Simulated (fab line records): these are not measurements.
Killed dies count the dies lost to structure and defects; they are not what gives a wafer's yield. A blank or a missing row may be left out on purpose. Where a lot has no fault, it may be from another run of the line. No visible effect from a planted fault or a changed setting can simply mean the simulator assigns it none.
Struck lot and sound lot, side by side	flow gf180mcu	15 out of 602 route steps
Sound: these wafers, L154.2, L154.4, L154.6. The struck wafers were L146.1, L146.2, L146.6. At the end, the cause is stated.
Per side, at each step with rows, come the tool, then ch with its chambers, and then its first start. Under that, the readings that differ: sound wafers	struck wafers	difference of the means	sigmas: that difference in standard deviations of wafers without a fault.
alike: words and numbers the same on both sides, and readings whose means are apart by under 2 such deviations; not compared: readings that were withheld, readings missing a value for some wafer, numbers with overlapping values and no deviation given by the record, and bounds like >300 which may hide the same value.
A row with sigmas, a row that says differs or no value, or rows on one side alone: a step with any of these is where the two part. When numbers do not overlap yet have no deviation, they are printed without sigmas and do not part them. Lack of a reading on every wafer of one side parts them only where that side has two or more wafers.

first, 4 steps without rows for these wafers: GF_VT_IMPLANT_SOFTBAKE_14 (time 60 s); GF_VT_IMPLANT_EXPOSE_15 (exposes mask Nwell LV AREA, target cd 860 nm); GF_VT_IMPLANT_PEB_16; GF_VT_IMPLANT_DEVELOP_17 (develop time 60 s).
GF_VT_IMPLANT_OVL_MEAS_18:
  sound: overlay-01 at day 8 23:06; struck: overlay-01 at day 7 11:02
  alike: VT_IMPLANT_01_OVL
then, 1 step without rows for these wafers: GF_VT_IMPLANT_IMPLANT_19.
GF_VT_IMPLANT_STRIP_20: strips in O2/N2.
  sound on plasma_asher-02 ch 0, day 8 23:17; struck on plasma_asher-01 ch 0,1, day 7 11:13
reading	sound	struck	difference	sigmas
strip_time_to_endpoint_s (s)	12.606 12.630 12.647	12.711 12.660 12.711	+0.066	+3
  alike: drypump_motor_current_A, heater_power_w, oes_product_au
  not compared: rf_hours_counter_h
GF_VT_IMPLANT_TW_MEAS_21:
  sound: film_metro-04 at day 8 23:25; struck: film_metro-02 at day 7 11:19
  alike: VT_IMPLANT_2_TW
then, 4 steps without rows for these wafers: GF_VT_IMPLANT_DEHYDRATE_22 (time 60 s); GF_VT_IMPLANT_HMDS_23 (prime time 60 s); GF_VT_IMPLANT_COAT_24 (resist thk 1000 nm); GF_VT_IMPLANT_SOFTBAKE_25 (time 60 s).
GF_VT_IMPLANT_EXPOSE_26: exposes mask LVPWELL HV AREA, target cd 860 nm.
  sound on iline_stepper-02 ch 0, day 9 07:19; struck on iline_stepper-01 ch 0, day 7 21:07
reading	sound	struck	difference	sigmas
exposure_dose_mJ_cm2	139.92 139.94 140.10	128.39 128.43 128.47	-11.56	-77
  alike: mask
then, 1 step without rows for these wafers: GF_VT_IMPLANT_PEB_27.
GF_PASSIVATION_PROBE_99:
  sound wafers here have rows in the record (prober-02, day 32 01:11); struck ones have none

WHERE THEY PART
Earliest at GF_VT_IMPLANT_STRIP_20; latest, in this record, at GF_PASSIVATION_PROBE_99.

WHY: what the simulator had put in
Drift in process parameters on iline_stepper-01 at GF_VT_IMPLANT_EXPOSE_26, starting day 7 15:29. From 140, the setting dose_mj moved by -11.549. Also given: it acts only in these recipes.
